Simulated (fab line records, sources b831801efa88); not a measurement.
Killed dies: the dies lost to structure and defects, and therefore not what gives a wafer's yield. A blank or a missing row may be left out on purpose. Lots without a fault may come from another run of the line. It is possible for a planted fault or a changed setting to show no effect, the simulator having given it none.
What tool caused it? | flow gf180mcu | 13 lots with 39 wafers sampled at 5 steps, on a route of 602 steps

WHAT THE GAUGES SHOWED, per wafer
No reading from a measuring or inspecting step in the record can be judged against a usual standard deviation.

WHAT TOOL EACH LOT RAN ON (gives the tool, then ch and the chambers of the sampled wafers, and finally the start)
lot  | GF_MVPSD_COAT_02                  | GF_MVPSD_STRIP_10                    | GF_CONTACT_SPUTTER_23        | GF_M1_STRIP_17                       | GF_M2_SPUTTER_03
L730 | litho track-01 ch 0, day 4 20:35  | plasma asher-03 ch 0,1, day 5 04:08  | pvd sputter-03, day 16 03:02 | plasma asher-02 ch 0,1, day 17 02:53 | pvd sputter-03, day 18 04:26
L732 | litho track-02 ch 0, day 5 13:57  | plasma asher-04 ch 0,1, day 5 21:24  | pvd sputter-04, day 17 07:23 | plasma asher-04 ch 0,1, day 18 08:13 | pvd sputter-03, day 19 11:06
L731 | litho track-03 ch 0, day 5 13:58  | plasma asher-04 ch 0,1, day 5 21:41  | pvd sputter-04, day 17 03:49 | plasma asher-01 ch 0,1, day 18 04:08 | pvd sputter-04, day 19 07:20
L735 | litho track-02 ch 0, day 6 05:03  | plasma asher-02 ch 0,1, day 6 13:05  | pvd sputter-04, day 18 03:12 | plasma asher-02 ch 0,1, day 19 04:22 | pvd sputter-01, day 20 07:34
L739 | litho track-02 ch 0, day 6 22:18  | plasma asher-04 ch 0,1, day 7 06:12  | pvd sputter-02, day 19 05:43 | plasma asher-04 ch 0,1, day 20 06:59 | pvd sputter-04, day 21 10:08
L740 | litho track-02 ch 0, day 7 00:59  | plasma asher-04 ch 0,1, day 7 09:08  | pvd sputter-02, day 19 11:38 | plasma asher-04 ch 0,1, day 20 12:31 | pvd sputter-03, day 21 15:26
L743 | litho track-01 ch 0, day 7 19:20  | plasma asher-04 ch 1, day 8 03:14    | pvd sputter-04, day 20 16:51 | plasma asher-04 ch 0,1, day 21 17:44 | pvd sputter-03, day 22 19:31
L745 | litho track-01 ch 0, day 8 09:01  | plasma asher-04 ch 0,1, day 8 17:41  | pvd sputter-02, day 21 09:58 | plasma asher-02 ch 1, day 22 10:16   | pvd sputter-04, day 23 12:26
L746 | litho track-03 ch 0, day 8 14:32  | plasma asher-04 ch 0,1, day 8 23:13  | pvd sputter-02, day 21 19:43 | plasma asher-01 ch 0,1, day 22 19:16 | pvd sputter-03, day 23 21:08
L748 | litho track-01 ch 0, day 9 02:52  | plasma asher-03 ch 0,1, day 9 11:54  | pvd sputter-02, day 22 16:28 | plasma asher-01 ch 0,1, day 23 16:37 | pvd sputter-01, day 24 16:59
L751 | litho track-03 ch 0, day 9 21:20  | plasma asher-02 ch 0,1, day 10 06:03 | pvd sputter-02, day 23 19:02 | plasma asher-01 ch 0,1, day 24 17:49 | pvd sputter-01, day 25 19:03
L752 | litho track-01 ch 0, day 10 01:38 | plasma asher-03 ch 0,1, day 10 10:12 | pvd sputter-03, day 23 19:49 | plasma asher-02 ch 0,1, day 24 18:54 | pvd sputter-03, day 25 19:21
L753 | litho track-03 ch 0, day 10 06:46 | plasma asher-02 ch 0,1, day 10 16:37 | pvd sputter-03, day 24 02:44 | plasma asher-04 ch 0,1, day 25 02:52 | pvd sputter-04, day 26 02:22
- GF_MVPSD_COAT_02: resist thk 3000 nm.
- GF_MVPSD_STRIP_10: strips in O2/N2.
- GF_CONTACT_SPUTTER_23: material TiN, target thk 10 nm, time 40 s.
- GF_M1_STRIP_17: strips in O2/N2.
- GF_M2_SPUTTER_03: material Ti, target thk 10 nm, time 6.7 s.

AS READ BY THE TOOLS THEMSELVES (means over the sampled wafers that have a number; for cases with no such wafer, the mark the record gives instead)
GF_MVPSD_STRIP_10. Usual: drypump motor current A 5.7 A, standard deviation 0.39; heater power w 346 W, standard deviation 23; oes product au 0.722 a.u., standard deviation 0.0052; strip time to endpoint s 36.99 s, standard deviation 0.11.
lot  | tool            | drypump motor current A (A) | heater power w (W) | oes product au (a.u.) | strip time to endpoint s (s) | flag
L730 | plasma asher-03 | 5.6                         | 348                | 0.722                 | 36.98                        |
L732 | plasma asher-04 | 5.6                         | 345                | 0.720                 | 36.80                        |
L731 | plasma asher-04 | 5.6                         | 358                | 0.722                 | 37.02                        |
L735 | plasma asher-02 | 5.4                         | 333                | 0.719                 | 37.05                        |
L739 | plasma asher-04 | 5.7                         | 362                | 0.718                 | 37.37                        | OFF
L740 | plasma asher-04 | 5.7                         | 359                | 0.723                 | 37.53                        | OFF
L743 | plasma asher-04 | 5.8                         | 374                | 0.723                 | 37.17                        |
L745 | plasma asher-04 | 5.7                         | 359                | 0.730                 | 36.98                        |
L746 | plasma asher-04 | 5.7                         | 358                | 0.726                 | 36.90                        |
L748 | plasma asher-03 | 6.0                         | 347                | 0.725                 | 37.10                        |
L751 | plasma asher-02 | 5.4                         | 330                | 0.722                 | 36.98                        |
L752 | plasma asher-03 | 6.0                         | 346                | 0.728                 | 37.00                        |
L753 | plasma asher-02 | 5.4                         | 309                | 0.723                 | 37.09                        |

GF_CONTACT_SPUTTER_23. Usual: 29.6 % for throttle valve pct, sd 1.4.
lot  | tool           | throttle valve pct (%) | flag
L730 | pvd sputter-03 | 30.1                   |
L732 | pvd sputter-04 | 30.5                   |
L731 | pvd sputter-04 | 30.9                   |
L735 | pvd sputter-04 | 30.7                   |
L739 | pvd sputter-02 | 28.5                   |
L740 | pvd sputter-02 | 28.6                   |
L743 | pvd sputter-04 | 30.5                   |
L745 | pvd sputter-02 | 29.6                   |
L746 | pvd sputter-02 | 28.5                   |
L748 | pvd sputter-02 | 29.5                   |
L751 | pvd sputter-02 | 28.5                   |
L752 | pvd sputter-03 | 30.1                   |
L753 | pvd sputter-03 | 30.3                   |

GF_M1_STRIP_17. Usual: drypump motor current A 5.50 A, standard deviation 0.21; heater power w 340 W, standard deviation 29; oes product au 0.537 a.u., standard deviation 0.0051; strip time to endpoint s 7.39 s, standard deviation 0.046.
lot  | tool            | drypump motor current A (A) | heater power w (W) | oes product au (a.u.) | strip time to endpoint s (s) | flag
L730 | plasma asher-02 | 5.43                        | 332                | 0.532                 | 7.42                         |
L732 | plasma asher-04 | 5.59                        | 342                | 0.536                 | 7.40                         |
L731 | plasma asher-01 | 5.52                        | 352                | 0.544                 | 7.50                         |
L735 | plasma asher-02 | 5.42                        | 315                | 0.542                 | 7.37                         |
L739 | plasma asher-04 | 5.67                        | 352                | 0.535                 | 7.33                         |
L740 | plasma asher-04 | 5.67                        | 353                | 0.536                 | 7.34                         |
L743 | plasma asher-04 | 5.68                        | 364                | 0.539                 | 7.38                         |
L745 | plasma asher-02 | 5.39                        | 284                | 0.540                 | 7.38                         |
L746 | plasma asher-01 | 5.30                        | 338                | 0.542                 | 7.36                         |
L748 | plasma asher-01 | 5.31                        | 340                | 0.535                 | 7.34                         |
L751 | plasma asher-01 | 5.51                        | 353                | 0.542                 | 7.41                         |
L752 | plasma asher-02 | 5.41                        | 329                | 0.545                 | 7.43                         |
L753 | plasma asher-04 | 5.66                        | 360                | 0.534                 | 7.37                         |

GF_M2_SPUTTER_03. Usual: 29.8 % for throttle valve pct, sd 1.3.
lot  | tool           | throttle valve pct (%) | flag
L730 | pvd sputter-03 | 28.9                   |
L732 | pvd sputter-03 | 29.8                   |
L731 | pvd sputter-04 | 31.0                   |
L735 | pvd sputter-01 | 29.8                   |
L739 | pvd sputter-04 | 30.7                   |
L740 | pvd sputter-03 | 28.9                   |
L743 | pvd sputter-03 | 30.9                   |
L745 | pvd sputter-04 | 30.9                   |
L746 | pvd sputter-03 | 29.8                   |
L748 | pvd sputter-01 | 28.9                   |
L751 | pvd sputter-01 | 29.1                   |
L752 | pvd sputter-03 | 29.2                   |
L753 | pvd sputter-04 | 30.3                   |

THE ANSWER, worked out from the rows above alone
Rule: lot off if the mean of its wafers having a number is beyond 3 standard deviations from the usual mean. Also off: a lot with no number at a reading for which 4 or more lots have one. All remaining lots with rows at the step are treated as sound. Order of review: gauges by route order, followed by the tools' own readings, for which a lot's mean as printed above is used. The first step at which some lot is off is used, and at that step the reading that is off furthest; a lot without a number counts as furthest.
Off: L739, L740, at GF_MVPSD_STRIP_10 (strip time to endpoint s).
If a tool, at that step or one of the process steps before it, ran each lot that is off and ran no sound lot following the first of them, it fits. One fits: litho track-02 at GF_MVPSD_COAT_02. A fault onset in the window from L735 (day 6 05:03, its last sound lot) to L739 (day 6 22:18, its first lot off) fits.

WHAT THE SIMULATOR HAD PUT IN
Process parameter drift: litho track-02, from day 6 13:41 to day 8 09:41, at GF_MVPSD_COAT_02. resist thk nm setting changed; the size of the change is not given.
Struck lots among those shown: L739, L740. Same finding as the rule above.
